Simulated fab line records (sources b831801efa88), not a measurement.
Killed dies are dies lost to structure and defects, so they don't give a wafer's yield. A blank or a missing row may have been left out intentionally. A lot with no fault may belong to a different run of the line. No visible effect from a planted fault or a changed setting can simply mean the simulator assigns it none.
fab line records -- flow gf180mcu
record lots=11, wafers=33, last-day=34
route steps=602 shown M2@365 V2@405 M3@411
lots that met no fault: taken from a fault-free run of the same line
start-h: the number of hours between the record's first day and the start of the first shown wafer of the lot -- wait-h: time in hours since the lot's previous step -- " identical to the entry in the row above -- L1.1+2: a single row standing in for several wafers -- - no value, or no start given -- * or withheld: withheld -- < > ~ a bound
route shown NAME@n: names a module that has steps shown in the file, with the first one's number in the route -- usual: mean/standard deviation taken from wafers without a fault -- same: alike in all rows -- chamber/n: place in a boat -- sites: the reading at each site -- _std_site: how widely they spread, as a standard deviation -- _edge_site: outer sites' mean less inner sites' -- radius-mm: for every site, how far away it sits from the centre of the wafer -- mask NAME#n: copy n -- behind: the most recent tool/chamber to have shaped the wafer -- hold: why the lot went on hold/how many hours it stayed there/how the hold came to an end -- device: transistor that didn't switch, given as n, p or np -- end of line: the route-end tests of the same wafers -- a step without rows: its recipe alone -- killed: count of dies lost to structure and defects at first sort (not the wafer's yield) -- map: a wafer's dies, marking killed ones x, the rest . and places with no die _
set.NAME: the run value of the setting; set.NAME@STEP: its run value at that earlier step -- model.NAME: the simulator's own value behind a step, which no gauge read
the route's steps for a sample of lots (tables are steps, rows are wafers)
services: the hour from which a tool's chamber was out of use, counted from the record's first day as start-h (under 0 if before that day), plus the number of hours and why
## steps
# step GF_M2_SPUTTER_03
# recipe material=Ti, target-thk-nm=10, substrate-temp-c=300, chamber-pressure-pa=0.3, power-w=3000, time-s=6.7
# usual throttle-valve-pct=30.0/0.97
lot.wafer,tool,chamber,start-h,wait-h,throttle-valve-pct
L760.3,pvd-sputter-02,-,440.93,0.0,29.1
L760.4,pvd-sputter-02,-,440.93,0.0,31.0
L760.5,pvd-sputter-02,-,440.93,0.0,31.1
L761.1,pvd-sputter-01,-,453.27,0.0,29.1
L761.4,pvd-sputter-01,-,453.27,0.0,29.3
L761.6,pvd-sputter-01,-,453.27,0.0,30.2
L763.3,pvd-sputter-02,-,470.60,0.0,29.1
L763.5,pvd-sputter-02,-,470.60,0.0,30.2
L763.6,pvd-sputter-02,-,470.60,0.0,31.3
L764.4,pvd-sputter-01,-,482.60,0.0,28.4
L764.5,pvd-sputter-01,-,482.60,0.0,30.4
L764.6,pvd-sputter-01,-,482.60,0.0,28.9
L767.1,pvd-sputter-02,-,505.40,0.0,31.1
L767.5,pvd-sputter-02,-,505.40,0.0,30.2
L767.6,pvd-sputter-02,-,505.40,0.0,28.8
L768.3,pvd-sputter-01,-,509.15,0.0,30.5
L768.5,pvd-sputter-01,-,509.15,0.0,28.5
L768.6,pvd-sputter-01,-,509.15,0.0,29.4
L769.1,pvd-sputter-04,-,520.09,0.0,31.3
L769.2,pvd-sputter-04,-,520.09,0.0,31.3
L769.6,pvd-sputter-04,-,520.09,0.0,29.0
L777.4,pvd-sputter-01,-,585.77,0.0,28.7
L777.5,pvd-sputter-01,-,585.77,0.0,28.4
L777.6,pvd-sputter-01,-,585.77,0.0,30.7
L778.1,pvd-sputter-04,-,598.43,0.0,31.1
L778.4,pvd-sputter-04,-,598.43,0.0,30.5
L778.5,pvd-sputter-04,-,598.43,0.0,31.0
L779.1,pvd-sputter-04,-,599.88,0.0,31.1
L779.2,pvd-sputter-04,-,599.88,0.0,29.0
L779.3,pvd-sputter-04,-,599.88,0.0,30.3
L780.1,pvd-sputter-04,-,603.00,0.0,30.4
L780.3,pvd-sputter-04,-,603.00,0.0,31.1
L780.5,pvd-sputter-04,-,603.00,0.0,31.1
# step GF_M2_SPUTTER_04
# recipe material=TiN, target-thk-nm=50, power-w=6500, time-s=41.7, chamber-pressure-pa=0.4
# usual throttle-valve-pct=30.0/0.97
lot.wafer,tool,chamber,start-h,wait-h,throttle-valve-pct
L760.3,pvd-sputter-02,-,440.95,0.0,28.9
L760.4,pvd-sputter-02,-,440.95,0.0,31.1
L760.5,pvd-sputter-02,-,440.95,0.0,31.3
L761.1,pvd-sputter-01,-,453.29,0.0,29.0
L761.4,pvd-sputter-01,-,453.29,0.0,29.4
L761.6,pvd-sputter-01,-,453.29,0.0,30.4
L763.3,pvd-sputter-02,-,470.63,0.0,28.8
L763.5,pvd-sputter-02,-,470.63,0.0,30.5
L763.6,pvd-sputter-02,-,470.63,0.0,31.1
L764.4,pvd-sputter-01,-,482.62,0.0,28.5
L764.5,pvd-sputter-01,-,482.62,0.0,30.3
L764.6,pvd-sputter-01,-,482.62,0.0,29.2
L767.1,pvd-sputter-02,-,505.43,0.0,31.2
L767.5,pvd-sputter-02,-,505.43,0.0,30.2
L767.6,pvd-sputter-02,-,505.43,0.0,28.9
L768.3,pvd-sputter-01,-,509.17,0.0,30.5
L768.5,pvd-sputter-01,-,509.17,0.0,28.6
L768.6,pvd-sputter-01,-,509.17,0.0,29.3
L769.1,pvd-sputter-04,-,520.11,0.0,31.1
L769.2,pvd-sputter-04,-,520.11,0.0,31.1
L769.6,pvd-sputter-04,-,520.11,0.0,28.8
L777.4,pvd-sputter-01,-,585.79,0.0,28.8
L777.5,pvd-sputter-01,-,585.79,0.0,28.7
L777.6,pvd-sputter-01,-,585.79,0.0,30.5
L778.1,pvd-sputter-04,-,598.46,0.0,31.4
L778.4,pvd-sputter-04,-,598.46,0.0,30.6
L778.5,pvd-sputter-04,-,598.46,0.0,31.5
L779.1,pvd-sputter-04,-,599.90,0.0,31.0
L779.2,pvd-sputter-04,-,599.90,0.0,29.0
L779.3,pvd-sputter-04,-,599.90,0.0,30.3
L780.1,pvd-sputter-04,-,603.02,0.0,30.5
L780.3,pvd-sputter-04,-,603.02,0.0,31.2
L780.5,pvd-sputter-04,-,603.02,0.0,31.1
# step GF_V2_CVD_23
# recipe material=W, target-thk-nm=350, time-s=104.94, temp-c=400, pressure-torr=40
# usual heater-power-w=757/49
lot.wafer,tool,chamber,start-h,wait-h,heater-power-w
L760.3,cvd-w-02,1,492.07,0.1,700
L760.4,cvd-w-02,0,492.07,0.1,826
L760.5,cvd-w-02,1,492.07,0.1,685
L761.1,cvd-w-02,1,503.64,0.0,709
L761.4,cvd-w-02,0,503.64,0.0,818
L761.6,cvd-w-02,0,503.64,0.0,808
L763.3,cvd-w-02,0,520.71,0.1,782
L763.5,cvd-w-02,0,520.71,0.1,782
L763.6,cvd-w-02,1,520.71,0.1,679
L764.4,cvd-w-02,1,530.72,0.1,725
L764.5,cvd-w-02,0,530.72,0.1,811
L764.6,cvd-w-02,1,530.72,0.1,708
L767.1,cvd-w-02,1,553.53,0.0,687
L767.5,cvd-w-02,1,553.53,0.0,713
L767.6,cvd-w-02,0,553.53,0.0,820
L768.3,cvd-w-02,1,557.04,0.1,685
L768.5,cvd-w-02,0,557.04,0.1,800
L768.6,cvd-w-02,1,557.04,0.1,695
L769.1,cvd-w-02,0,567.72,0.0,833
L769.2,cvd-w-02,1,567.72,0.0,702
L769.6,cvd-w-02,1,567.72,0.0,690
L777.4,cvd-w-01,1,629.07,0.1,798
L777.5,cvd-w-01,1,629.07,0.1,782
L777.6,cvd-w-01,0,629.07,0.1,743
L778.1,cvd-w-01,1,641.11,0.0,798
L778.4,cvd-w-01,0,641.11,0.0,755
L778.5,cvd-w-01,0,641.11,0.0,738
L779.1,cvd-w-02,1,642.68,0.0,698
L779.2,cvd-w-02,0,642.68,0.0,808
L779.3,cvd-w-02,0,642.68,0.0,814
L780.1,cvd-w-01,0,646.04,0.0,752
L780.3,cvd-w-01,1,646.04,0.0,792
L780.5,cvd-w-01,1,646.04,0.0,816
# step GF_V2_RS_MEAS_24
# recipe thk-meas-gauge=four-point-probe, reads=W_of_V2_CVD_23+TiN_of_V2_SPUTTER_22+Ti_of_V2_SPUTTER_21
# usual V2_W_RS=0.325/0.0055
lot.wafer,tool,chamber,start-h,wait-h,hold,V2_W_RS[ohm/sq]
L760.3,film-metro-03,-,492.18,0.1,-,0.328
L760.4,film-metro-03,-,492.18,0.1,-,0.318
L760.5,film-metro-03,-,492.18,0.1,-,0.327
L761.1,film-metro-01,-,503.75,0.1,-,0.329
L761.4,film-metro-01,-,503.75,0.1,-,0.313
L761.6,film-metro-01,-,503.75,0.1,-,0.316
L763.3,film-metro-02,-,520.82,0.1,-,0.317
L763.5,film-metro-02,-,520.82,0.1,-,0.320
L763.6,film-metro-02,-,520.82,0.1,-,0.327
L764.4,film-metro-01,-,530.86,0.1,-,0.330
L764.5,film-metro-01,-,530.86,0.1,-,0.324
L764.6,film-metro-01,-,530.86,0.1,-,0.334
L767.1,film-metro-01,-,553.65,0.1,await-dispo/0.2h/release,0.330
L767.5,film-metro-01,-,553.65,0.1,await-dispo/0.2h/release,0.332
L767.6,film-metro-01,-,553.65,0.1,await-dispo/0.2h/release,0.279
L767.1,film-metro-01,-,553.95,0.3,-,0.331
L767.5,film-metro-01,-,553.95,0.3,-,0.331
L767.6,film-metro-01,-,553.95,0.3,-,0.279
L768.3,film-metro-03,-,557.15,0.1,await-dispo/0.2h/release,0.332
L768.5,film-metro-03,-,557.15,0.1,await-dispo/0.2h/release,0.279
L768.6,film-metro-03,-,557.15,0.1,await-dispo/0.2h/release,0.331
L768.3,film-metro-03,-,557.51,0.3,-,0.332
L768.5,film-metro-03,-,557.51,0.3,-,0.280
L768.6,film-metro-03,-,557.51,0.3,-,0.332
L769.1,film-metro-03,-,567.83,0.1,await-dispo/0.2h/release,0.280
L769.2,film-metro-03,-,567.83,0.1,await-dispo/0.2h/release,0.333
L769.6,film-metro-03,-,567.83,0.1,await-dispo/0.2h/release,0.332
L769.1,film-metro-03,-,568.12,0.3,-,0.279
L769.2,film-metro-03,-,568.12,0.3,-,0.333
L769.6,film-metro-03,-,568.12,0.3,-,0.331
L777.4,film-metro-03,-,629.20,0.1,-,0.331
L777.5,film-metro-03,-,629.20,0.1,-,0.329
L777.6,film-metro-03,-,629.20,0.1,-,0.329
L778.1,film-metro-02,-,641.23,0.1,-,0.329
L778.4,film-metro-02,-,641.23,0.1,-,0.336
L778.5,film-metro-02,-,641.23,0.1,-,0.329
L779.1,film-metro-03,-,642.79,0.1,-,0.332
L779.2,film-metro-03,-,642.79,0.1,-,0.328
L779.3,film-metro-03,-,642.79,0.1,-,0.322
L780.1,film-metro-01,-,646.19,0.1,-,0.327
L780.3,film-metro-01,-,646.19,0.1,-,0.324
L780.5,film-metro-01,-,646.19,0.1,-,0.328
# step GF_V2_THK_MEAS_25
# recipe thk-meas-gauge=xrf, reads=W_of_V2_CVD_23
# usual V2_W_THK=358/6.3
lot.wafer,tool,chamber,start-h,wait-h,hold,V2_W_THK[nm]
L760.3,film-metro-03,-,492.28,0.1,-,349
L760.4,film-metro-03,-,492.28,0.1,-,364
L760.5,film-metro-03,-,492.28,0.1,-,353
L761.1,film-metro-01,-,503.87,0.1,-,354
L761.4,film-metro-01,-,503.87,0.1,-,372
L761.6,film-metro-01,-,503.87,0.1,-,367
L763.3,film-metro-02,-,520.92,0.1,-,370
L763.5,film-metro-02,-,520.92,0.1,-,367
L763.6,film-metro-02,-,520.92,0.1,-,360
L764.4,film-metro-01,-,530.95,0.1,-,355
L764.5,film-metro-01,-,530.95,0.1,-,362
L764.6,film-metro-01,-,530.95,0.1,-,350
L767.1,film-metro-01,-,556.75,2.8,await-dispo/0.2h/release,352
L767.5,film-metro-01,-,556.75,2.8,await-dispo/0.2h/release,352
L767.6,film-metro-01,-,556.75,2.8,await-dispo/0.2h/release,423
L767.1,film-metro-01,-,556.98,0.2,-,353
L767.5,film-metro-01,-,556.98,0.2,-,352
L767.6,film-metro-01,-,556.98,0.2,-,419
L768.3,film-metro-03,-,558.99,1.5,await-dispo/0.2h/release,346
L768.5,film-metro-03,-,558.99,1.5,await-dispo/0.2h/release,415
L768.6,film-metro-03,-,558.99,1.5,await-dispo/0.2h/release,349
L768.3,film-metro-03,-,559.21,0.2,-,348
L768.5,film-metro-03,-,559.21,0.2,-,416
L768.6,film-metro-03,-,559.21,0.2,-,350
L769.1,film-metro-03,-,570.06,1.9,await-dispo/0.2h/release,414
L769.2,film-metro-03,-,570.06,1.9,await-dispo/0.2h/release,347
L769.6,film-metro-03,-,570.06,1.9,await-dispo/0.2h/release,349
L769.1,film-metro-03,-,570.29,0.2,-,417
L769.2,film-metro-03,-,570.29,0.2,-,348
L769.6,film-metro-03,-,570.29,0.2,-,349
L777.4,film-metro-03,-,629.29,0.1,-,350
L777.5,film-metro-03,-,629.29,0.1,-,353
L777.6,film-metro-03,-,629.29,0.1,-,353
L778.1,film-metro-02,-,641.35,0.1,-,354
L778.4,film-metro-02,-,641.35,0.1,-,347
L778.5,film-metro-02,-,641.35,0.1,-,354
L779.1,film-metro-03,-,642.91,0.1,-,352
L779.2,film-metro-03,-,642.91,0.1,-,354
L779.3,film-metro-03,-,642.91,0.1,-,363
L780.1,film-metro-01,-,646.31,0.1,-,359
L780.3,film-metro-01,-,646.31,0.1,-,362
L780.5,film-metro-01,-,646.31,0.1,-,361
# step GF_V2_CMP_26
# recipe stop-on=SiO2, down-force-psi=3.5, platen-rpm=60, t-overpolish-s=15, target-thk-nm=0, pad-velocity-m-s=0.94248
# usual motor-current-A=11.2/0.96, slurry-flow-ml-min=150.1/0.47, time-to-endpoint-s=87/3.9
lot.wafer,tool,chamber,start-h,wait-h,hold,motor-current-A,slurry-flow-ml-min,time-to-endpoint-s
L760.4,cmp-02,3,492.37,0.1,-,11.6,150.4,91
L760.3,cmp-02,1,492.37,0.1,-,10.8,151.0,90
L760.5,cmp-02,2,492.37,0.1,-,10.2,150.6,85
L761.4,cmp-01,2,503.93,0.0,-,11.4,149.9,85
L761.1,cmp-01,0,503.93,0.0,-,11.0,149.3,86
L761.6,cmp-01,3,503.93,0.0,-,11.4,149.3,84
L763.3,cmp-01,2,521.01,0.1,-,11.5,149.9,89
L763.6,cmp-01,1,521.01,0.1,-,9.8,149.8,87
L763.5,cmp-01,2,521.01,0.1,-,10.8,149.8,89
L764.4,cmp-02,3,531.03,0.1,-,12.4,150.1,93
L764.6,cmp-02,2,531.03,0.1,-,10.6,150.7,90
L764.5,cmp-02,3,531.03,0.1,-,11.3,149.9,90
L768.3,cmp-01,3,561.04,1.8,await-dispo/1.7h/release,12.1,150.2,84
L768.6,cmp-01,1,561.04,1.8,await-dispo/1.7h/release,9.9,150.3,85
L768.5,cmp-01,2,561.04,1.8,await-dispo/1.7h/release,11.1,149.8,104
L767.1,cmp-01,2,562.92,5.9,await-dispo/5.4h/release,11.3,150.5,87
L767.6,cmp-01,1,562.92,5.9,await-dispo/5.4h/release,9.7,149.3,97
L767.5,cmp-01,2,562.92,5.9,await-dispo/5.4h/release,11.1,149.7,84
L769.2,cmp-01,2,577.82,7.5,await-dispo/7.5h/release,11.1,150.2,86
L769.1,cmp-01,1,577.82,7.5,await-dispo/7.5h/release,9.1,150.3,99
L769.6,cmp-01,3,577.82,7.5,await-dispo/7.5h/release,12.3,150.0,85
L777.4,cmp-02,3,629.37,0.1,-,12.1,149.5,90
L777.6,cmp-02,2,629.37,0.1,-,9.9,149.4,90
L777.5,cmp-02,3,629.37,0.1,-,12.1,150.6,89
L778.4,cmp-01,0,641.48,0.1,-,11.6,150.3,90
L778.1,cmp-01,3,641.48,0.1,-,12.3,150.2,84
L778.5,cmp-01,0,641.48,0.1,-,11.1,151.0,93
L779.3,cmp-01,1,642.97,0.0,-,9.7,149.5,82
L779.2,cmp-01,3,642.97,0.0,-,12.0,149.9,80
L779.1,cmp-01,0,642.97,0.0,-,11.2,150.1,90
L780.3,cmp-02,3,646.47,0.1,-,12.1,150.7,87
L780.1,cmp-02,0,646.47,0.1,-,13.0,149.8,82
L780.5,cmp-02,1,646.47,0.1,-,10.3,150.5,89
# step GF_M3_SPUTTER_02
# recipe material=AlCu, target-thk-nm=450, power-w=10600, time-s=23.9, chamber-pressure-pa=0.4
# usual throttle-valve-pct=30.3/1.2
lot.wafer,tool,chamber,start-h,wait-h,throttle-valve-pct
L760.3,pvd-sputter-01,-,492.75,0.0,29.0
L760.4,pvd-sputter-01,-,492.75,0.0,29.5
L760.5,pvd-sputter-01,-,492.75,0.0,29.2
L761.1,pvd-sputter-03,-,504.36,0.0,30.3
L761.4,pvd-sputter-03,-,504.36,0.0,32.7
L761.6,pvd-sputter-03,-,504.36,0.0,32.8
L763.3,pvd-sputter-01,-,521.39,0.0,30.2
L763.5,pvd-sputter-01,-,521.39,0.0,28.6
L763.6,pvd-sputter-01,-,521.39,0.0,30.4
L764.4,pvd-sputter-04,-,531.41,0.0,28.8
L764.5,pvd-sputter-04,-,531.41,0.0,30.4
L764.6,pvd-sputter-04,-,531.41,0.0,31.2
L768.3,pvd-sputter-01,-,561.37,0.0,28.6
L768.5,pvd-sputter-01,-,561.37,0.0,29.5
L768.6,pvd-sputter-01,-,561.37,0.0,28.5
L767.1,pvd-sputter-01,-,563.31,0.0,29.4
L767.5,pvd-sputter-01,-,563.31,0.0,29.3
L767.6,pvd-sputter-01,-,563.31,0.0,28.9
L769.1,pvd-sputter-04,-,578.27,0.0,31.1
L769.2,pvd-sputter-04,-,578.27,0.0,30.3
L769.6,pvd-sputter-04,-,578.27,0.0,28.9
L777.4,pvd-sputter-04,-,629.75,0.0,31.3
L777.5,pvd-sputter-04,-,629.75,0.0,30.5
L777.6,pvd-sputter-04,-,629.75,0.0,31.0
L778.1,pvd-sputter-03,-,641.91,0.0,32.7
L778.4,pvd-sputter-03,-,641.91,0.0,30.1
L778.5,pvd-sputter-03,-,641.91,0.0,30.3
L779.1,pvd-sputter-03,-,643.40,0.0,32.9
L779.2,pvd-sputter-03,-,643.40,0.0,30.3
L779.3,pvd-sputter-03,-,643.40,0.0,29.2
L780.1,pvd-sputter-03,-,646.80,0.0,28.9
L780.3,pvd-sputter-03,-,646.80,0.0,30.2
L780.5,pvd-sputter-03,-,646.80,0.0,32.9
## services
tool,chamber,start-h,hours,kind
cvd-w-02,-,425.48,3.5,repair
cvd-w-01,-,438.76,14.6,pm
pvd-sputter-03,-,444.15,9.1,repair
pvd-sputter-04,-,452.22,3.9,repair
cvd-w-02,-,453.36,14.6,pm
pvd-sputter-01,0,454.57,-,consumable-replace:kit
pvd-sputter-01,0,454.57,18.0,scheduled-down
pvd-sputter-01,0,454.57,18.0,vent-cycle
cvd-w-02,-,472.71,1.7,repair
cvd-w-02,-,476.73,1.0,repair
cmp-02,-,493.99,3.3,repair
cmp-02,-,496.72,1.8,repair
cvd-w-01,1,521.35,3.6,repair
cvd-w-01,-,530.52,28.1,pm
cmp-02,-,541.03,0.5,repair
pvd-sputter-01,-,552.55,1.5,repair
cmp-01,-,572.00,4.0,pm
pvd-sputter-01,-,607.61,1.4,repair
cmp-02,-,607.83,5.2,pm
pvd-sputter-04,-,609.45,2.5,repair
cmp-02,-,632.09,13.2,pm
pvd-sputter-03,-,632.72,5.4,repair
pvd-sputter-01,3,644.09,-,consumable-replace:kit
cmp-01,-,645.28,4.5,pm
## key
first-sign step=GF_V2_RS_MEAS_24, reading=visit, direction=added
effect step=GF_V2_RS_MEAS_24, reading=V2_W_RS, direction=down, sigmas=8.4, usual=0.325, struck=0.279
effect step=GF_V2_THK_MEAS_25, reading=visit, direction=added
effect step=GF_V2_THK_MEAS_25, reading=V2_W_THK, direction=up, sigmas=9.5, usual=358, struck=418
effect step=GF_V2_CMP_26, reading=time-to-endpoint-s, direction=up, sigmas=3.5, usual=*, struck=*
met-at GF_V2_CVD_23
struck-lots L767,L768,L769
struck-wafers L767.6,L768.5,L769.1
not-acting-at GF_M2_SPUTTER_03,GF_M2_SPUTTER_04,GF_M3_SPUTTER_02
onset-between 530.72 553.53
fault kind=process-parameter-drift, tool=cvd-w-02, chamber=0, onset-h=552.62, steps=GF_V2_CVD_23, channel=target-thk-nm, offset=53.293, shape=step, end-h=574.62, acts-in=these-recipes-only, stated=350
